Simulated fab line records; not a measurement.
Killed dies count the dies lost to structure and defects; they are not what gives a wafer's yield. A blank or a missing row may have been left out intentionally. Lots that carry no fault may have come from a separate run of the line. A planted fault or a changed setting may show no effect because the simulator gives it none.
A lot that was struck, set against a sound lot ; flow sky130 ; 14 steps out of a route of 708
Sound: the wafers L114.2, L114.3, L114.4. The struck wafers were L103.1, L103.5, L103.6. The cause is given at the end.
For every step that has rows: the tool of each side, followed by ch and its chambers, followed by its first start. Under that, the readings that differ: sound wafers ; struck wafers ; difference of the means ; sigmas: that difference in standard deviations of wafers without a fault.
alike: words and numbers the same on both sides, and readings whose means are apart by under 2 such deviations; not compared: readings that were withheld, readings missing a value for some wafer, numbers with overlapping values and no deviation given by the record, and bounds like >300 which may hide the same value.
The two part at a step that has a row with sigmas, a row that says differs or no value, or rows on one side only. Non-overlapping numbers with no deviation appear without sigmas and do not part them. Lack of a reading on every wafer of one side parts them only where that side has two or more wafers.

SKY_METAL1_SPUTTER_01: material TiN, target thk 20 nm, time 16.7 s.
  sound: pvd-sputter-04 at day 37 08:06; struck: pvd-sputter-04 at day 34 12:34
  alike: throttle-valve-pct
SKY_METAL1_SPUTTER_02: material AlCu, target thk 250 nm, time 13.3 s.
  sound: pvd-sputter-04 at day 37 08:07; struck: pvd-sputter-04 at day 34 12:35
  alike: throttle-valve-pct
SKY_METAL1_SPUTTER_03: material Ti, target thk 5 nm, time 3.3 s.
  sound: pvd-sputter-04 at day 37 08:09; struck: pvd-sputter-04 at day 34 12:37
  alike: throttle-valve-pct
SKY_METAL1_SPUTTER_04: material TiN, target thk 70 nm, time 58.3 s.
  sound: pvd-sputter-04 at day 37 08:10; struck: pvd-sputter-04 at day 34 12:38
  alike: throttle-valve-pct
SKY_METAL1_RS_MEAS_05: uses a four-point probe to measure.
  sound: film-metro-03 at day 37 08:14; struck: film-metro-04 at day 34 12:41
  alike: METAL1_ALCU_RS
SKY_METAL1_THK_MEAS_06: measures by xrf.
  sound: film-metro-03 at day 37 08:21; struck: film-metro-04 at day 34 12:48
  alike: METAL1_ALCU_THK
then, 6 steps without rows for these wafers: SKY_METAL1_DEHYDRATE_07 (time 60 s); SKY_METAL1_HMDS_08 (prime time 60 s); SKY_METAL1_COAT_09 (resist thk 60 nm); SKY_METAL1_COAT_10 (resist thk 450 nm); SKY_METAL1_SOFTBAKE_11 (time 90 s); SKY_METAL1_EXPOSE_12 (exposes mask MM1, target cd 140 nm).
SKY_METAL1_PEB_13:
  sound on litho-track-02 ch 0, day 38 09:00; struck on litho-track-01, day 35 13:00
reading;sound;struck;difference;sigmas
exhaust-pa (Pa);44.7 45.9 43.9;- - -;no value on the struck wafers;
  not compared: chill-plate-temp-C
then, 1 step without rows for these wafers: SKY_METAL1_DEVELOP_14 (develop time 60 s).

== WHERE THEY PART ==
Only at SKY_METAL1_PEB_13, within this record.

WHY: what had been put in by the simulator
Step skipped in full: litho-track-01, at SKY_METAL1_PEB_13, from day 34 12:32 onward. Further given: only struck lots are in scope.
